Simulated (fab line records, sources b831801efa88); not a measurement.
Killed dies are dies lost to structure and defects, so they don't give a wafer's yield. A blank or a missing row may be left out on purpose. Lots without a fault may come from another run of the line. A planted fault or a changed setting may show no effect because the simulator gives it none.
A struck lot beside a sound one | flow sky130 | 43 steps out of a route of 708
Sound: wafers L723.2, L723.3, L723.6. Struck: wafers L733.2, L733.3, L733.6. The cause comes at the end.
At each step with rows: each side's tool, then ch and its chambers, then its first start. Under that, the readings that differ: sound wafers | struck wafers | difference of the means | sigmas: that difference in standard deviations of wafers without a fault.
alike: readings whose means differ by less than 2 such deviations, and words and numbers that are the same on both sides. not compared: withheld readings, readings that some wafer has no value for, bounds like >300 that may hide the same value, and numbers for which the record gives no deviation and whose values overlap.
The two part at a step that has a row with sigmas, a row that says differs or no value, or rows on one side only. Numbers that don't overlap but have no deviation are shown without sigmas and don't part them. A reading that every wafer of one side lacks parts them only if that side has two wafers or more.

first, 5 steps without rows for these wafers: SKY_VIA2_STRIP_16 (strips in O2/N2); SKY_VIA2_STRIP_17 (strips in post etch residue remover, time 1200 s); SKY_VIA2_CLEAN_18 (cleans in IPA, time 180 s); SKY_VIA2_CLEAN_19 (cleans in O3/DIW); SKY_VIA2_SPUTTER_20 (material TiN, target thk 20 nm, time 80 s).
SKY_VIA2_CVD_21: deposits W, target thk 420 nm, time 126.4 s.
  sound on cvd_w-02 ch 0, day 39 12:16; struck on cvd_w-02 ch 0,1, day 41 23:31
  alike: heater_power_w
SKY_VIA2_RS_MEAS_22: measures by four-point-probe.
  sound on film_metro-01, day 39 12:31; struck on film_metro-03, day 41 23:40
  alike: VIA2_W_RS
SKY_VIA2_THK_MEAS_23: measures by xrf.
  sound on film_metro-01, day 39 12:37; struck on film_metro-03, day 41 23:46
  reading         | sound       | struck      | difference | sigmas
  VIA2_W_THK (nm) | 417 418 419 | 438 433 436 | +18        | +2
SKY_VIA2_CMP_24: polishes, stops on SiO2, t overpolish 20 s, target thk 0 nm.
  sound on cmp-01 ch 0,2,3, day 39 12:43; struck on cmp-02 ch 0,1,2, day 41 23:52
  reading              | sound                | struck               | difference | sigmas
  overpolish_run_s (s) | 20.010 20.006 20.010 | 19.996 19.979 19.990 | -0.020     | -2
  alike: motor_current_A, slurry_flow_ml_min, time_to_endpoint_s
then, 1 step without rows for these wafers: SKY_METAL3_SPUTTER_00 (material Ti, target thk 15 nm, time 10 s).
SKY_METAL3_SPUTTER_01: material TiN, target thk 20 nm, time 16.7 s.
  sound on pvd_sputter-01, day 39 12:59; struck on pvd_sputter-01, day 42 00:09
  alike: throttle_valve_pct
SKY_METAL3_SPUTTER_02: material AlCu, target thk 735 nm, time 39.1 s.
  sound on pvd_sputter-01, day 39 13:01; struck on pvd_sputter-01, day 42 00:10
  alike: throttle_valve_pct
SKY_METAL3_SPUTTER_03: material Ti, target thk 5 nm, time 3.3 s.
  sound on pvd_sputter-01, day 39 13:03; struck on pvd_sputter-01, day 42 00:13
  alike: throttle_valve_pct
then, 1 step without rows for these wafers: SKY_METAL3_SPUTTER_04 (material TiN, target thk 70 nm, time 58.3 s).
SKY_CAPM_CVD_00: deposits SiO2, target thk 15.5 nm.
  sound on pecvd-04 ch 0,2, day 39 13:07; struck on pecvd-02 ch 0,1, day 42 00:17
  alike: heater_power_w
SKY_CAPM_THK_MEAS_01:
  sound on film_metro-03, day 39 13:09; struck on film_metro-04, day 42 00:19
  alike: CAPM_CVD_00_THK
then, 1 step without rows for these wafers: SKY_CAPM_SPUTTER_02 (material TiN, target thk 200 nm, time 166.7 s).
SKY_CAPM_RS_MEAS_03: measures by four-point-probe.
  sound on film_metro-01, day 39 13:20; struck on film_metro-03, day 42 00:29
  alike: CAPM_TIN_RS
SKY_CAPM_THK_MEAS_04: measures by xrf.
  sound on film_metro-01, day 39 13:26; struck on film_metro-03, day 42 00:36
  alike: CAPM_TIN_THK
then, 7 steps without rows for these wafers: SKY_CAPM_DEHYDRATE_05 (time 60 s); SKY_CAPM_HMDS_06 (prime time 60 s); SKY_CAPM_COAT_07 (resist thk 1140 nm); SKY_CAPM_SOFTBAKE_08 (time 60 s); SKY_CAPM_EXPOSE_09 (exposes mask CAPM, target cd 1000 nm); SKY_CAPM_PEB_10; SKY_CAPM_DEVELOP_11 (develop time 60 s).
SKY_CAPM_OVL_MEAS_12:
  sound on overlay-01, day 40 13:57; struck on overlay-02, day 43 00:24
  alike: CAPM_OVL
then, 13 steps without rows for these wafers: SKY_CAPM_METAL_ETCH_13 (etches TiN in Cl2/BCl3, stops on SiO2, target depth 220 nm, time 62.9 s); SKY_CAPM_STRIP_14 (strips in O2/N2); SKY_CAPM_STRIP_15 (strips in post etch residue remover, time 1200 s); SKY_CAPM_CLEAN_16 (cleans in IPA, time 180 s); SKY_CAPM_CLEAN_17 (cleans in O3/DIW); SKY_METAL3_DEHYDRATE_05 (time 60 s); SKY_METAL3_HMDS_06 (prime time 60 s); SKY_METAL3_COAT_07 (resist thk 60 nm); SKY_METAL3_COAT_08 (resist thk 1140 nm); SKY_METAL3_SOFTBAKE_09 (time 90 s); SKY_METAL3_EXPOSE_10 (exposes mask MM3, target cd 300 nm); SKY_METAL3_PEB_11; SKY_METAL3_DEVELOP_12 (develop time 60 s).
SKY_METAL3_CD_MEAS_13: target cd 300 nm.
  sound on cd_sem-01, day 41 15:13; struck on cd_sem-02, day 44 00:08
  alike: cd_nm
SKY_METAL3_OVL_MEAS_14:
  sound on overlay-02, day 41 15:19; struck on overlay-01, day 44 00:14
  alike: METAL3_OVL
-- the record jumps here: 6 days lie between the struck wafers' starts before and after (it left off in module METAL3 and takes up again in module PAD_OPEN, whose first step shown is number 708 of the route) --
SKY_PAD_OPEN_PROBE_99:
  sound on prober-01, day 48 14:31; struck on prober-01, day 50 09:44
  reading                               | sound               | struck            | difference | sigmas
  defect_limited_yield (%)              | 86.2 81.9 82.1      | 68.7 67.3 65.9    | -16.1      | -8
  killed_at_M0_to_M3                    | 30 44 45            | 105 109 114       | +70        | +10
  killed_dies                           | 68 89 88            | 154 161 168       | +79        | +8
  sort_bin_3_pad_short (%)              | 0.6 0.6 1.0         | 4.7 5.7 5.7       | +4.6       | +10
  sort_bin_5_function (%)               | 9.1 10.6 10.0       | 18.1 19.3 21.5    | +9.7       | +7
  sort_n_pass                           | 424 403 404         | 338 331 324       | -79        | -8
  sort_yield_pct (%)                    | 86.2 81.9 82.1      | 68.7 67.3 65.9    | -16.1      | -8
  model.etest.tester.sort_n_pass        | 424 403 404         | 338 331 324       | -79        |
  model.etest.tester.sort_yield_pct (%) | 86.18 81.91 82.11   | 68.7 67.28 65.85  | -16.1      |
  model.etest.tester.sort_bin_5_pct (%) | 9.146 10.57 9.959   | 18.09 19.31 21.54 | +9.75      |
  model.etest.tester.sort_bin_3_pct (%) | 0.6098 0.6098 1.016 | 4.675 5.691 5.691 | +4.607     |
  alike: killed_at_M4_up, killed_at_contacts, killed_at_front_end, killed_at_other, killed_open, killed_short, sort_bin_6_memory

WHERE THEY PART
First at SKY_VIA2_THK_MEAS_23; last, within this record, at SKY_PAD_OPEN_PROBE_99.

WHY: what the simulator had put in
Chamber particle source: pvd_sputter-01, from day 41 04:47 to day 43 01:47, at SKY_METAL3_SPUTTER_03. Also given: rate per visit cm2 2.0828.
